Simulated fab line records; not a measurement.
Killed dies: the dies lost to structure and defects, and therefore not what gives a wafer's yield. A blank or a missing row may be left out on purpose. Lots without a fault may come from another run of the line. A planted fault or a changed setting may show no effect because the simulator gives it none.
fab line records    flow sky130
[record] lots = 12  wafers = 36  last_day = 50
route steps=708 shown POLY_GATE@230 METAL5@675 PASSIVATION@692 PAD_OPEN@701
lots that met no fault: taken from a fault-free run of the same line
start_h: start of the lot's first displayed wafer, in hours after the record's first day    wait_h: time in hours since the lot's previous step    " repeats the value in the row above    L1.1+2: a row that stands for several wafers    - value missing, or start not given    * or withheld: withheld    < > ~ a bound
route shown NAME@n: a module of which the file shows steps, and the number in the route of the first    usual: mean/standard deviation taken from wafers without a fault    same: alike in all rows    chamber/n: place in a boat    sites: the reading at each site    _std_site: standard deviation of those values    _edge_site: outer sites' mean less inner sites'    radius_mm: for every site, how far away it sits from the centre of the wafer    mask NAME#n: copy n    behind: tool/chamber where the wafer was last shaped    hold: why the lot was held/for how many hours/how that ended    device: the n, p or np transistor that did not switch    end of line: the tests these same wafers got at the end of their route    a step without rows: its recipe alone    killed: at the first sort, the dies lost to defects and structure; wafer yield is something else    map: shows each die of a wafer: x if killed, . if not, _ if none is there
set.NAME: the setting the step ran with; set.NAME@STEP: the setting that earlier step ran with    model.NAME: the simulator's own value behind a step, which no gauge read
one table for each step of the route and one row for each wafer, over a sample of lots
services: a tool's chamber out of use, with start hour (start_h, from the record's first day; less than 0 if before it), hours out, and reason
[[steps]]
[step SKY_POLY_GATE_ETCH_16]
[recipe] stop_on = poly-Si  chemistry = CH3F/O2  target = Si3N4  source_w = 400  bias_w = 80  pressure_mtorr = 25  ch3f_flow_sccm = 40  O2_flow_sccm = 30  time_s = 147.5  target_depth_a = 750
[usual] drypump_motor_current_A = 5.7/0.42  oes_product_au = 0.641/0.0048  throttle_valve_pct = 10.535/0.0094
lot.wafer  tool         chamber  start_h  wait_h  drypump_motor_current_A  oes_product_au  rf_hours_counter_h  throttle_valve_pct
L630.1     rie_diel-04  3        372.85   0.0     5.8                      0.632           65                  10.546
L630.3     "            2        "        "       6.0                      0.641           64                  10.536
L630.6     "            2        "        "       6.0                      0.643           -                   10.547
L631.1     rie_diel-02  1        380.62   0.0     5.8                      0.643           33                  10.527
L631.4     "            3        "        "       6.3                      0.646           43                  10.544
L631.5     "            2        "        "       6.0                      0.642           -                   10.546
L632.1     rie_diel-02  2        388.29   0.0     6.0                      0.649           63                  10.517
L632.2     "            0        "        "       4.8                      0.638           3                   10.539
L632.4     "            1        "        "       5.8                      0.642           33                  10.534
L634.1     rie_diel-04  1        403.45   0.0     5.7                      0.634           6                   10.518
L634.3     "            2        "        "       6.0                      0.638           65                  10.525
L634.6     "            1        "        "       5.7                      0.641           -                   10.545
L633.1     rie_diel-03  0        403.81   0.0     5.6                      0.654           7                   10.547
L633.4     "            1        "        "       5.2                      0.644           -                   10.538
L633.6     "            2        "        "       6.3                      0.641           -                   10.522
L636.1     rie_diel-03  3        425.04   0.0     5.1                      0.650           105                 10.532
L636.2     "            1        "        "       5.2                      0.644           2                   10.525
L636.6     "            1        "        "       5.2                      0.646           -                   10.528
L644.1     rie_diel-03  1        498.59   0.0     5.2                      0.643           3                   10.544
L644.3     "            0        "        "       5.6                      0.641           9                   10.539
L644.6     "            2        "        "       6.3                      0.642           -                   10.530
L645.3     rie_diel-03  2        512.74   0.0     6.3                      0.639           4                   10.554
L645.4     "            0        "        "       5.6                      0.642           9                   10.510
L645.5     "            0        "        "       5.6                      0.639           -                   10.533
L650.1     rie_diel-02  1        559.69   0.0     5.8                      0.635           37                  10.534
L650.4     "            2        "        "       6.0                      0.642           66                  10.526
L650.5     "            1        "        "       5.8                      0.635           -                   10.535
L653.1     rie_diel-02  1        572.84   0.0     5.8                      0.640           37                  10.531
L653.4     "            3        "        "       6.3                      0.646           46                  10.534
L653.5     "            1        "        "       5.9                      0.651           -                   10.535
L651.2     rie_diel-04  0        573.67   0.0     5.6                      0.634           71                  10.536
L651.4     "            1        "        "       5.7                      0.640           9                   10.518
L651.5     "            3        "        "       5.8                      0.635           -                   10.547
L652.1     rie_diel-03  3        575.10   0.0     5.1                      0.649           3                   10.511
L652.2     "            0        "        "       5.6                      0.648           10                  10.548
L652.3     "            2        "        "       6.3                      0.643           6                   10.541
[step SKY_METAL5_DESCUM_14]
[recipe] chemistry = O2  source_power_w = 150  bias_power_w = 0  pressure_mtorr = 10  temp_c = 40  time_s = 11
[usual] drypump_motor_current_A = 5.5/0.5  oes_product_au = 1.005/0.0096
lot.wafer  tool          chamber  start_h  wait_h  drypump_motor_current_A  oes_product_au  rf_hours_counter_h
L630.1     rie_metal-01  0        1032.78  0.1     6.2                      1.001           8
L630.3     "             1        "        "       5.2                      1.005           -
L630.6     "             1        "        "       5.2                      1.012           -
L631.1     rie_metal-03  1        1042.03  0.1     6.1                      1.000           15
L631.4     "             1        "        "       6.1                      1.001           -
L631.5     "             1        "        "       6.1                      0.993           -
L632.1     rie_metal-02  1        1045.13  0.1     4.9                      1.009           13
L632.2     "             0        "        "       5.1                      0.995           11
L632.4     "             0        "        "       5.1                      0.994           -
L634.1     rie_metal-03  1        1051.53  0.1     6.1                      0.999           16
L634.3     "             1        "        "       6.1                      1.004           -
L634.6     "             1        "        "       6.1                      0.998           -
L633.1     rie_metal-03  1        1057.64  0.1     6.2                      1.008           16
L633.4     "             0        "        "       5.4                      1.028           -
L633.6     "             1        "        "       6.1                      1.004           -
L636.1     rie_metal-01  0        1072.06  0.1     6.3                      1.009           11
L636.2     "             1        "        "       5.2                      1.003           7
L636.6     "             1        "        "       5.2                      1.009           -
L644.1     rie_metal-01  0        1119.98  0.1     6.2                      1.005           16
L644.3     "             1        "        "       5.2                      0.999           -
L644.6     "             1        "        "       5.2                      1.006           -
L645.3     rie_metal-03  1        1129.70  0.1     6.1                      1.011           -
L645.4     "             0        "        "       5.4                      1.010           -
L645.5     "             1        "        "       6.1                      0.997           -
L650.1     rie_metal-02  0        1159.43  0.1     5.1                      1.016           20
L650.4     "             1        "        "       4.9                      0.995           -
L650.5     "             1        "        "       4.9                      1.001           -
L651.2     rie_metal-03  0        1167.98  0.1     5.4                      1.017           22
L651.4     "             1        "        "       6.1                      0.999           -
L651.5     "             0        "        "       5.4                      1.018           -
L653.1     rie_metal-02  1        1168.28  0.1     4.9                      0.995           22
L653.4     "             0        "        "       5.1                      1.005           -
L653.5     "             1        "        "       4.9                      0.998           -
L652.1     rie_metal-02  0        1171.34  0.1     5.1                      1.007           21
L652.2     "             1        "        "       4.9                      0.998           22
L652.3     "             1        "        "       4.9                      1.001           -
[step SKY_PASSIVATION_ETCH_11]
[recipe] chemistry = CF4/O2  target_depth_nm = 725  stop_on = AlCu  source_w = 800  bias_w = 150  pressure_mtorr = 150  cf4_flow_sccm = 80  O2_flow_sccm = 10  time_s = 161.1
[usual] drypump_motor_current_A = 5.7/0.39  oes_product_au = 0.976/0.0084  throttle_valve_pct = 5.964/0.0094
lot.wafer  tool         chamber  start_h  wait_h  drypump_motor_current_A  oes_product_au  rf_hours_counter_h  throttle_valve_pct
L630.1     rie_diel-04  2        1055.88  -       6.0                      0.967           13                  5.956
L630.3     "            1        "        "       5.7                      0.981           25                  5.953
L630.6     "            1        "        "       5.7                      0.982           -                   5.967
L631.1     rie_diel-02  1        1065.53  -       5.9                      0.971           8                   5.965
L631.4     "            3        "        "       6.3                      0.988           11                  5.969
L631.5     "            2        "        "       6.0                      0.962           -                   5.957
L632.1     rie_diel-01  0        1068.28  -       5.6                      0.968           7                   5.964
L632.2     "            3        "        "       5.9                      0.961           2                   5.949
L632.4     "            2        "        "       5.9                      0.986           15                  5.956
L634.1     rie_diel-01  3        1074.56  -       6.0                      0.973           2                   5.955
L634.3     "            1        "        "       5.4                      0.980           9                   5.979
L634.6     "            1        "        "       5.4                      0.987           -                   5.957
L633.1     rie_diel-02  3        1079.53  -       6.3                      0.971           11                  5.960
L633.4     "            0        "        "       4.8                      0.968           20                  5.959
L633.6     "            1        "        "       5.9                      0.971           -                   5.971
L636.1     rie_diel-02  1        1094.45  -       5.9                      0.963           9                   5.961
L636.2     "            2        "        "       6.0                      0.976           14                  5.969
L636.6     "            2        "        "       6.0                      0.980           -                   5.961
L644.1     rie_diel-02  0        1140.31  -       4.9                      0.978           22                  5.969
L644.3     "            3        "        "       6.3                      0.983           14                  5.950
L644.6     "            0        "        "       4.9                      0.978           -                   5.973
L645.3     rie_diel-02  2        1149.16  -       6.0                      0.976           16                  5.974
L645.4     "            1        "        "       5.8                      0.981           11                  5.969
L645.5     "            1        "        "       5.8                      0.979           -                   5.954
L650.1     rie_diel-02  2        1177.56  -       6.0                      0.971           17                  5.956
L650.4     "            0        "        "       4.8                      0.975           24                  5.972
L650.5     "            3        "        "       6.3                      0.995           -                   5.984
L651.2     rie_diel-04  3        1184.86  -       5.8                      0.968           16                  5.956
L651.4     "            2        "        "       6.0                      0.977           17                  5.960
L651.5     "            0        "        "       5.5                      0.971           -                   5.973
L653.1     rie_diel-01  0        1185.90  -       5.6                      0.984           10                  5.962
L653.4     "            1        "        "       5.4                      0.974           13                  5.975
L653.5     "            0        "        "       5.6                      0.977           -                   5.975
L652.1     rie_diel-01  1        1189.31  -       5.4                      0.957           13                  5.968
L652.2     "            3        "        "       6.0                      0.965           6                   5.959
L652.3     "            0        "        "       5.6                      0.963           11                  5.983
[step SKY_PAD_OPEN_ETCH_07]
[recipe] chemistry = CF4/O2  target_depth_nm = 725  stop_on = AlCu  source_w = 800  bias_w = 150  pressure_mtorr = 150  cf4_flow_sccm = 80  O2_flow_sccm = 10  time_s = 161.1
[usual] drypump_motor_current_A = 5.6/0.49  oes_product_au = 0.976/0.0082  throttle_valve_pct = 5.963/0.009
lot.wafer  tool         chamber  start_h  wait_h  drypump_motor_current_A  oes_product_au  rf_hours_counter_h  throttle_valve_pct
L630.1     rie_diel-02  0        1077.99  -       4.8                      0.971           19                  5.973
L630.3     "            1        "        "       5.9                      0.973           8                   5.955
L630.6     "            1        "        "       5.9                      0.976           -                   5.969
L631.1     rie_diel-03  2        1086.69  -       6.3                      0.971           21                  5.970
L631.4     "            3        "        "       5.1                      0.984           16                  5.949
L631.5     "            1        "        "       5.2                      0.975           -                   5.943
L632.1     rie_diel-03  2        1090.05  -       6.3                      0.976           21                  5.971
L632.2     "            1        "        "       5.2                      0.960           20                  5.969
L632.4     "            3        "        "       5.1                      0.973           16                  5.969
L634.1     rie_diel-04  1        1095.89  -       5.8                      0.973           27                  5.938
L634.3     "            3        "        "       5.8                      0.967           13                  5.971
L634.6     "            1        "        "       5.7                      0.980           -                   5.968
L633.1     rie_diel-03  1        1099.44  -       5.2                      0.973           21                  5.965
L633.4     "            0        "        "       5.6                      0.971           26                  5.952
L633.6     "            2        "        "       6.3                      0.982           -                   5.985
L636.1     rie_diel-03  0        1114.50  -       5.6                      0.977           27                  5.967
L636.2     "            2        "        "       6.3                      0.974           22                  5.966
L636.6     "            1        "        "       5.2                      0.969           -                   5.961
L644.1     rie_diel-02  2        1159.09  -       6.0                      0.988           16                  5.965
L644.3     "            3        "        "       6.3                      0.983           14                  5.970
L644.6     "            0        "        "       4.8                      0.986           -                   5.954
L645.3     rie_diel-02  0        1166.35  -       4.8                      0.969           23                  5.964
L645.4     "            3        "        "       6.3                      0.990           15                  5.962
L645.5     "            3        "        "       6.3                      0.981           -                   5.963
L650.1     rie_diel-03  0        1193.43  -       5.6                      0.978           29                  5.945
L650.4     "            3        "        "       5.1                      0.986           19                  5.972
L650.5     "            2        "        "       6.3                      0.987           -                   5.951
L651.2     rie_diel-04  3        1200.79  -       5.8                      0.960           17                  5.961
L651.4     "            0        "        "       5.6                      0.990           19                  5.986
L651.5     "            2        "        "       6.0                      0.970           -                   5.954
L653.1     rie_diel-02  0        1201.30  -       4.8                      0.966           25                  5.958
L653.4     "            3        "        "       6.3                      0.990           16                  5.954
L653.5     "            1        "        "       5.9                      0.980           -                   5.961
L652.1     rie_diel-02  0        1203.85  -       4.9                      0.958           25                  5.951
L652.2     "            2        "        "       6.0                      0.960           18                  5.960
L652.3     "            1        "        "       5.9                      0.962           14                  5.951
[step SKY_PAD_OPEN_PROBE_99]
[usual] killed_at_M0_to_M3 = 43/6.7  killed_at_M4_up = 3.1/1.9  killed_at_contacts = 25/5  killed_at_front_end = 15/4  killed_at_other = 0.4/0.69  killed_dies = 87/9.2  killed_open = 46/7.1  killed_short = 40/6.8
[same] gross_dies = 492  killed_at_back_side = 0
lot.wafer  tool       chamber  start_h  wait_h  killed_at_M0_to_M3  killed_at_M4_up  killed_at_contacts  killed_at_front_end  killed_at_other  killed_dies  killed_open  killed_short
L630.1     prober-01  -        1080.35  0.1     42                  6                19                  13                   0                80           35           45
L630.3     prober-01  -        1080.45  0.2     42                  0                21                  20                   1                84           38           46
L630.6     prober-01  -        1080.60  0.2     47                  5                26                  12                   5                95           47           45
L631.1     prober-02  -        1089.01  0.1     43                  4                22                  18                   0                87           48           38
L631.4     prober-02  -        1089.16  0.2     48                  5                31                  20                   0                104          58           46
L631.5     prober-02  -        1089.21  0.2     38                  3                22                  14                   0                77           42           35
L632.1     prober-01  -        1092.52  0.1     44                  1                24                  24                   0                93           46           47
L632.2     prober-01  -        1092.57  0.1     52                  5                23                  15                   0                95           47           48
L632.4     prober-01  -        1092.67  0.2     53                  9                27                  17                   1                107          46           61
L634.1     prober-02  -        1098.24  0.1     45                  1                19                  18                   0                83           46           37
L634.3     prober-02  -        1098.34  0.2     48                  5                30                  17                   1                101          61           39
L634.6     prober-02  -        1098.49  0.2     52                  2                28                  21                   0                103          59           44
L633.1     prober-01  -        1101.79  0.1     42                  6                28                  12                   0                88           43           45
L633.4     prober-01  -        1101.94  0.2     36                  5                24                  17                   2                84           46           38
L633.6     prober-01  -        1102.04  0.2     34                  3                25                  12                   0                74           37           35
L636.1     prober-01  -        1116.88  0.1     47                  9                23                  13                   0                92           53           39
L636.2     prober-01  -        1116.93  0.1     48                  5                25                  18                   0                96           53           43
L636.6     prober-01  -        1117.13  0.2     43                  3                24                  11                   0                81           48           33
L644.1     prober-02  -        1161.48  0.1     48                  2                22                  17                   1                90           53           36
L644.3     prober-02  -        1161.58  0.2     30                  1                26                  75                   2                134          34           37
L644.6     prober-02  -        1161.73  0.2     43                  1                19                  18                   1                82           47           35
L645.3     prober-02  -        1168.77  0.2     50                  4                16                  19                   1                90           44           44
L645.4     prober-02  -        1168.82  0.2     50                  4                20                  65                   1                140          53           34
L645.5     prober-02  -        1168.87  0.2     38                  1                25                  65                   0                129          41           29
L650.1     prober-01  -        1195.83  0.1     49                  3                34                  14                   1                101          52           48
L650.4     prober-01  -        1195.98  0.2     43                  2                21                  15                   0                81           41           37
L650.5     prober-01  -        1196.03  0.2     45                  2                26                  11                   1                85           47           38
L651.2     prober-02  -        1203.16  0.1     43                  1                27                  23                   0                94           48           46
L651.4     prober-02  -        1203.26  0.2     48                  1                23                  12                   0                84           53           31
L651.5     prober-02  -        1203.31  0.2     41                  5                22                  15                   0                83           49           33
L653.1     prober-01  -        1204.61  0.1     51                  3                31                  14                   0                99           46           53
L653.4     prober-01  -        1204.76  0.2     38                  1                22                  10                   0                71           37           34
L653.5     prober-01  -        1204.81  0.2     37                  2                33                  18                   1                91           47           44
L652.1     prober-02  -        1206.17  0.1     37                  1                22                  12                   0                72           41           31
L652.2     prober-02  -        1206.22  0.1     37                  2                28                  12                   0                79           47           32
L652.3     prober-02  -        1206.27  0.2     35                  6                28                  11                   0                80           36           44
// killed by level:class
L630.1 METAL1:geometric_particle:short=9 LOCAL_INTERCONNECT:geometric_particle:short=7 VIA2:geometric_particle:open=6 VIA3:geometric_particle:open=6 METAL4:geometric_particle:short=5 CONTACT:geometric_particle:open=5 METAL2:geometric_particle:short=5 LI_CONTACT:geometric_particle:open=4
L630.3 VIA2:geometric_particle:open=8 LI_CONTACT:geometric_particle:open=7 LOCAL_INTERCONNECT:geometric_particle:short=7 METAL1:geometric_particle:short=7 POLY_GATE:geometric_particle:short=5 VIA1:geometric_particle:open=5 METAL2:geometric_particle:short=5 FIELD_ISO:geometric_particle:short=4
L630.6 VIA3:geometric_particle:open=13 CONTACT:geometric_particle:open=10 VIA1:geometric_particle:open=10 LOCAL_INTERCONNECT:geometric_particle:short=7 METAL2:geometric_particle:short=6 FIELD_ISO:geometric_particle:short=4 LI_CONTACT:geometric_particle:short=4 METAL1:geometric_particle:short=4
L631.1 VIA2:geometric_particle:open=9 CONTACT:geometric_particle:open=8 FIELD_ISO:geometric_particle:open=7 CONTACT:geometric_particle:short=7 VIA1:geometric_particle:open=7 METAL2:geometric_particle:short=6 METAL1:geometric_particle:short=5 POLY_GATE:geometric_particle:open=4
L631.4 VIA1:geometric_particle:open=11 CONTACT:geometric_particle:open=11 LI_CONTACT:geometric_particle:open=8 CONTACT:geometric_particle:short=7 VIA3:geometric_particle:open=7 POLY_GATE:geometric_particle:open=6 VIA1:geometric_particle:short=6 VIA3:geometric_particle:short=6
L631.5 LI_CONTACT:geometric_particle:open=9 METAL1:geometric_particle:short=6 VIA1:geometric_particle:open=6 CONTACT:geometric_particle:open=5 VIA3:geometric_particle:open=5 POLY_GATE:geometric_particle:open=4 VIA2:geometric_particle:open=4 VIA2:geometric_particle:short=4
L632.1 VIA1:geometric_particle:open=9 LOCAL_INTERCONNECT:geometric_particle:short=7 VIA2:geometric_particle:open=7 VIA1:geometric_particle:short=6 LI_CONTACT:geometric_particle:open=5 FIELD_ISO:geometric_particle:short=5 POLY_GATE:geometric_particle:open=5 CONTACT:geometric_particle:open=5
L632.2 METAL1:geometric_particle:short=10 VIA1:geometric_particle:open=10 VIA3:geometric_particle:open=9 LOCAL_INTERCONNECT:geometric_particle:short=7 CONTACT:geometric_particle:open=6 METAL3:geometric_particle:short=5 CONTACT:geometric_particle:short=5 POLY_GATE:geometric_particle:open=4
L632.4 FIELD_ISO:geometric_particle:short=8 VIA1:geometric_particle:short=8 CONTACT:geometric_particle:open=7 LI_CONTACT:geometric_particle:open=7 LOCAL_INTERCONNECT:geometric_particle:short=7 VIA1:geometric_particle:open=7 VIA3:geometric_particle:open=7 METAL1:geometric_particle:short=6
L634.1 VIA1:geometric_particle:open=9 VIA3:geometric_particle:open=8 CONTACT:geometric_particle:open=7 POLY_GATE:geometric_particle:short=6 FIELD_ISO:geometric_particle:short=5 LI_CONTACT:geometric_particle:open=5 METAL1:geometric_particle:short=5 VIA1:geometric_particle:short=5
L634.3 CONTACT:geometric_particle:open=14 VIA1:geometric_particle:open=13 POLY_GATE:geometric_particle:open=6 LI_CONTACT:geometric_particle:open=6 LOCAL_INTERCONNECT:geometric_particle:short=5 VIA2:geometric_particle:open=5 VIA1:geometric_particle:short=5 VIA2:geometric_particle:short=5
L634.6 VIA1:geometric_particle:open=16 LI_CONTACT:geometric_particle:open=10 CONTACT:geometric_particle:open=10 FIELD_ISO:geometric_particle:short=9 VIA1:geometric_particle:short=7 VIA3:geometric_particle:open=6 METAL1:geometric_particle:short=5 VIA2:geometric_particle:open=5
L633.1 CONTACT:geometric_particle:open=10 LI_CONTACT:geometric_particle:open=9 VIA1:geometric_particle:open=8 METAL2:geometric_particle:short=7 METAL1:geometric_particle:short=6 VIA1:geometric_particle:short=5 METAL4:geometric_particle:short=5 LOCAL_INTERCONNECT:geometric_particle:short=4
L633.4 CONTACT:geometric_particle:open=10 VIA1:geometric_particle:short=7 FIELD_ISO:geometric_particle:short=6 VIA1:geometric_particle:open=6 METAL2:geometric_particle:short=6 FIELD_ISO:geometric_particle:open=5 LI_CONTACT:geometric_particle:open=5 LOCAL_INTERCONNECT:geometric_particle:short=5
L633.6 CONTACT:geometric_particle:open=10 METAL1:geometric_particle:short=7 VIA1:geometric_particle:open=7 LI_CONTACT:geometric_particle:short=5 VIA3:geometric_particle:open=5 LOCAL_INTERCONNECT:geometric_particle:short=4 POLY_GATE:geometric_particle:short=3 CONTACT:geometric_particle:short=3
L636.1 CONTACT:geometric_particle:open=11 VIA1:geometric_particle:open=10 VIA3:geometric_particle:open=10 POLY_GATE:geometric_particle:short=7 LI_CONTACT:geometric_particle:open=6 VIA2:geometric_particle:open=5 VIA2:geometric_particle:short=5 METAL1:geometric_particle:short=4
L636.2 CONTACT:geometric_particle:open=9 METAL2:geometric_particle:short=9 VIA1:geometric_particle:open=9 LI_CONTACT:geometric_particle:open=8 POLY_GATE:geometric_particle:open=5 METAL1:geometric_particle:short=5 VIA2:geometric_particle:open=5 VIA3:geometric_particle:open=5
L636.6 VIA1:geometric_particle:open=11 LI_CONTACT:geometric_particle:open=9 VIA3:geometric_particle:open=8 CONTACT:geometric_particle:open=7 METAL2:geometric_particle:short=5 VIA3:geometric_particle:short=5 VIA2:geometric_particle:open=4 VIA1:geometric_particle:short=4
L644.1 VIA1:geometric_particle:open=10 METAL2:geometric_particle:short=9 VIA3:geometric_particle:open=9 FIELD_ISO:geometric_particle:open=7 LI_CONTACT:geometric_particle:open=7 CONTACT:geometric_particle:open=6 VIA1:geometric_particle:short=6 LOCAL_INTERCONNECT:geometric_particle:short=4
L644.3 POLY_GATE:unspecified=62 LOCAL_INTERCONNECT:geometric_particle:short=9 VIA1:geometric_particle:open=7 LI_CONTACT:geometric_particle:open=6 CONTACT:geometric_particle:open=5 VIA1:geometric_particle:short=5 FIELD_ISO:geometric_particle:open=4 POLY_GATE:geometric_particle:short=4
L644.6 VIA1:geometric_particle:open=10 VIA2:geometric_particle:open=9 LI_CONTACT:geometric_particle:open=6 METAL1:geometric_particle:short=6 FIELD_ISO:geometric_particle:short=5 VIA3:geometric_particle:open=5 CONTACT:geometric_particle:open=5 LI_CONTACT:geometric_particle:short=4
L645.3 VIA1:geometric_particle:open=10 VIA3:geometric_particle:open=7 METAL1:geometric_particle:short=6 VIA2:geometric_particle:open=6 FIELD_ISO:geometric_particle:open=5 METAL2:geometric_particle:short=5 VIA1:geometric_particle:short=5 FIELD_ISO:geometric_particle:short=4
L645.4 POLY_GATE:unspecified=52 VIA1:geometric_particle:open=16 METAL1:geometric_particle:short=6 VIA3:geometric_particle:open=6 VIA2:geometric_particle:open=5 POLY_GATE:geometric_particle:open=5 LOCAL_INTERCONNECT:geometric_particle:short=5 LI_CONTACT:geometric_particle:open=4
L645.5 POLY_GATE:unspecified=57 VIA1:geometric_particle:open=11 CONTACT:geometric_particle:open=9 VIA2:geometric_particle:open=9 LOCAL_INTERCONNECT:geometric_particle:short=5 VIA1:geometric_particle:short=5 LI_CONTACT:geometric_particle:short=4 CONTACT:geometric_particle:short=3
L650.1 CONTACT:geometric_particle:open=12 METAL1:geometric_particle:short=11 VIA1:geometric_particle:open=11 LI_CONTACT:geometric_particle:open=10 METAL2:geometric_particle:short=9 FIELD_ISO:geometric_particle:short=5 CONTACT:geometric_particle:short=5 FIELD_ISO:geometric_particle:open=4
L650.4 VIA1:geometric_particle:open=11 CONTACT:geometric_particle:open=6 CONTACT:geometric_particle:short=6 VIA3:geometric_particle:open=6 VIA2:geometric_particle:short=5 VIA2:geometric_particle:open=5 FIELD_ISO:geometric_particle:open=4 POLY_GATE:geometric_particle:short=4
L650.5 CONTACT:geometric_particle:open=11 VIA1:geometric_particle:open=10 METAL1:geometric_particle:short=8 METAL2:geometric_particle:short=6 FIELD_ISO:geometric_particle:open=5 LOCAL_INTERCONNECT:geometric_particle:short=5 VIA1:geometric_particle:short=5 VIA3:geometric_particle:open=5
L651.2 VIA1:geometric_particle:open=11 LOCAL_INTERCONNECT:geometric_particle:short=7 CONTACT:geometric_particle:open=7 METAL2:geometric_particle:short=7 VIA2:geometric_particle:open=6 POLY_GATE:geometric_particle:open=5 LI_CONTACT:geometric_particle:open=5 CONTACT:geometric_particle:short=5
L651.4 VIA1:geometric_particle:open=17 LI_CONTACT:geometric_particle:open=8 CONTACT:geometric_particle:open=7 VIA2:geometric_particle:open=7 VIA3:geometric_particle:short=7 VIA3:geometric_particle:open=6 CONTACT:geometric_particle:short=4 VIA2:geometric_particle:short=4
L651.5 CONTACT:geometric_particle:open=9 VIA1:geometric_particle:open=8 VIA3:geometric_particle:open=7 VIA1:geometric_particle:short=6 FIELD_ISO:geometric_particle:open=5 LI_CONTACT:geometric_particle:open=5 METAL2:geometric_particle:short=5 SPACER:geometric_particle:open=4
L653.1 VIA1:geometric_particle:open=14 METAL1:geometric_particle:short=12 CONTACT:geometric_particle:open=10 LI_CONTACT:geometric_particle:open=7 LOCAL_INTERCONNECT:geometric_particle:short=6 CONTACT:geometric_particle:short=5 VIA3:geometric_particle:short=5 VIA1:geometric_particle:short=4
L653.4 METAL1:geometric_particle:short=9 VIA2:geometric_particle:open=5 LI_CONTACT:geometric_particle:short=5 CONTACT:geometric_particle:open=5 VIA1:geometric_particle:open=5 LI_CONTACT:geometric_particle:open=4 CONTACT:geometric_particle:short=4 VIA3:geometric_particle:open=4
L653.5 CONTACT:geometric_particle:open=9 CONTACT:geometric_particle:short=9 VIA1:geometric_particle:open=7 LI_CONTACT:geometric_particle:open=7 POLY_GATE:geometric_particle:open=5 VIA2:geometric_particle:open=5 VIA3:geometric_particle:short=5 FIELD_ISO:geometric_particle:open=4
L652.1 CONTACT:geometric_particle:open=10 VIA2:geometric_particle:open=8 METAL2:geometric_particle:short=8 VIA1:geometric_particle:open=6 LI_CONTACT:geometric_particle:open=5 FIELD_ISO:geometric_particle:open=4 FIELD_ISO:geometric_particle:short=3 POLY_GATE:geometric_particle:open=3
L652.2 CONTACT:geometric_particle:open=11 LI_CONTACT:geometric_particle:open=8 VIA2:geometric_particle:open=8 VIA3:geometric_particle:open=5 METAL1:geometric_particle:short=4 VIA1:geometric_particle:open=4 FIELD_ISO:geometric_particle:short=3 POLY_GATE:geometric_particle:short=3
L652.3 CONTACT:geometric_particle:open=10 METAL1:geometric_particle:short=7 VIA1:geometric_particle:open=7 METAL2:geometric_particle:short=7 LI_CONTACT:geometric_particle:open=6 LI_CONTACT:geometric_particle:short=5 LOCAL_INTERCONNECT:geometric_particle:short=4 VIA2:geometric_particle:short=4
[[services]]
tool         chamber  start_h  hours  kind
rie_diel-03  -        379.50   14.6   pm
rie_diel-03  3        403.12   11.5   repair
rie_diel-03  3        445.37   1.3    repair
rie_diel-02  1        451.32   5.1    repair
rie_diel-02  3        498.20   11.0   repair
rie_diel-03  0        513.60   2.6    repair
rie_diel-02  2        586.27   39.3   repair
rie_diel-03  1        609.17   4.8    repair
rie_diel-02  3        646.84   5.1    repair
rie_diel-03  2        647.82   7.7    repair
rie_diel-02  0        697.32   6.4    repair
rie_diel-03  0        727.04   2.8    repair
rie_diel-02  -        740.99   1.0    repair
rie_diel-03  3        742.55   10.2   repair
rie_diel-02  -        901.91   0.5    repair
rie_diel-03  3        915.89   50.5   repair
rie_diel-02  2        965.68   4.5    repair
rie_diel-03  0        984.54   15.7   repair
rie_diel-02  0        991.20   33.9   repair
rie_diel-03  -        991.49   4.3    pm
rie_diel-03  0        1002.85  7.7    repair
rie_diel-03  1        1018.57  21.1   repair
rie_diel-02  -        1027.10  2.8    pm
rie_diel-02  0        1069.19  2.5    repair
[[key]]
[first_sign] step = SKY_PAD_OPEN_PROBE_99  reading = killed_at_front_end  direction = up  sigmas = 13  usual = 15  struck = 68
[effect] step = SKY_PAD_OPEN_PROBE_99  reading = killed_dies  direction = up  sigmas = 5.2  usual = 87  struck = 134
met_at SKY_POLY_GATE_ETCH_16
struck_lots L644,L645
struck_wafers L644.3,L645.4,L645.5
tester_left_out L644,L645
not_acting_at SKY_METAL5_DESCUM_14,SKY_PASSIVATION_ETCH_11,SKY_PAD_OPEN_ETCH_07
onset_between 403.81 498.59
[fault] kind = chamber_particle_source  tool = rie_diel-03  chamber = 0  onset_h = 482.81  steps = SKY_POLY_GATE_ETCH_16  rate_per_visit_cm2 = 1.1722  end_h = 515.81
// tester_left_out: of these lots the tester's yield and bins aren't shown, on N5 and GAA mostly nor the transistor test; their killed dies are dies lost to structure and defects alone, not to doping, threshold or leakage, so they don't give the yield
